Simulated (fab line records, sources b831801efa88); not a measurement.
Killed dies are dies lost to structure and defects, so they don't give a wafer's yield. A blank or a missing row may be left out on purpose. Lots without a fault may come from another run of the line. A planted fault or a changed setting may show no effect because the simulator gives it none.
One fault seen from 2 desks | flow sky130 | each desk has only its own numbers; what lay behind them comes last

THE TOOL OWNER'S DESK: litho_track-03
The tool's own readings at SKY_VT_ADJUST_PCH_SOFTBAKE_03: means of the sampled wafers that have a number, for each lot that ran on this tool. A lot is out of limits, marked OUT, if its mean lies more than 4 standard deviations from the usual mean; the brackets give that distance.
Columns: A = heater_power_total_W at SKY_VT_ADJUST_PCH_SOFTBAKE_03, usual 65.30 W; B = plate_temp_C at SKY_VT_ADJUST_PCH_SOFTBAKE_03, usual 109.98 C
lot  | first seen here | A               | B
L123 | day 9 15:19     | 65.26           | 110.02
L131 | day 12 07:52    | 65.36           | 109.93
L132 | day 13 08:55    | 65.21           | 110.10
L133 | day 13 14:49    | 65.30           | 109.99
L136 | day 14 04:37    | 65.44           | 110.01
L137 | day 14 07:57    | 63.58 (-12) OUT | 107.74 (-17) OUT
L139 | day 14 21:10    | 63.47 (-13) OUT | 107.69 (-18) OUT
This desk's finding: out of limits on L137, L139; first on L137, day 14 07:57 (heater_power_total_W at SKY_VT_ADJUST_PCH_SOFTBAKE_03). In limits: L123, L131, L132, L133, L136.

THE METROLOGY DESK
What the gauges read, lot by lot, whatever tool the lot ran on: means of the sampled wafers that have a number. A lot is out of limits, marked OUT, if its mean lies more than 4 standard deviations from the usual mean; the brackets give that distance.
Columns: A = DNWELL_TW at SKY_DNWELL_TW_MEAS_09, usual 1101; B = PWDE_OVL at SKY_PWDE_OVL_MEAS_07, usual 0.9 nm
lot  | first seen here | A    | B
L123 | day 3 01:44     | 1097 | -1.1
L124 | day 3 07:02     | 1094 | 0.2
L126 | day 3 18:55     | 1116 | 1.0
L127 | day 4 00:51     | 1125 | 1.1
L130 | day 4 18:19     | 1112 | 0.8
L131 | day 4 19:11     | 1113 | 1.2
L132 | day 5 13:55     | 1098 | 0.8
L133 | day 5 17:14     | 1082 | 0.4
L134 | day 5 17:18     | 1107 | 0.4
L136 | day 6 03:13     | 1106 | 1.7
L137 | day 6 05:54     | 1102 | 3.3
L138 | day 6 10:02     | 1114 | 1.3
L139 | day 6 15:08     | 1093 | 2.0
This desk's finding: nothing out of limits on any of the 13 lots.

PUT TOGETHER
The tool owner's desk could have raised an alarm at day 14 07:57, on L137, L139.
The metrology desk saw nothing out of limits.
The metrology desk has L137, L139 on record, within its limits.
Of the lots named, all ran SKY_VT_ADJUST_PCH_SOFTBAKE_03 on litho_track-03.

WHAT THE SIMULATOR HAD PUT IN
Process parameter drift: litho_track-03, from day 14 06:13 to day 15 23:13, at SKY_VT_ADJUST_PCH_SOFTBAKE_03. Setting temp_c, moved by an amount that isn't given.
Lots struck among those shown: L137, L139.
Hours from the fault's start to each desk's first reading out of limits: the tool owner's desk, 2.
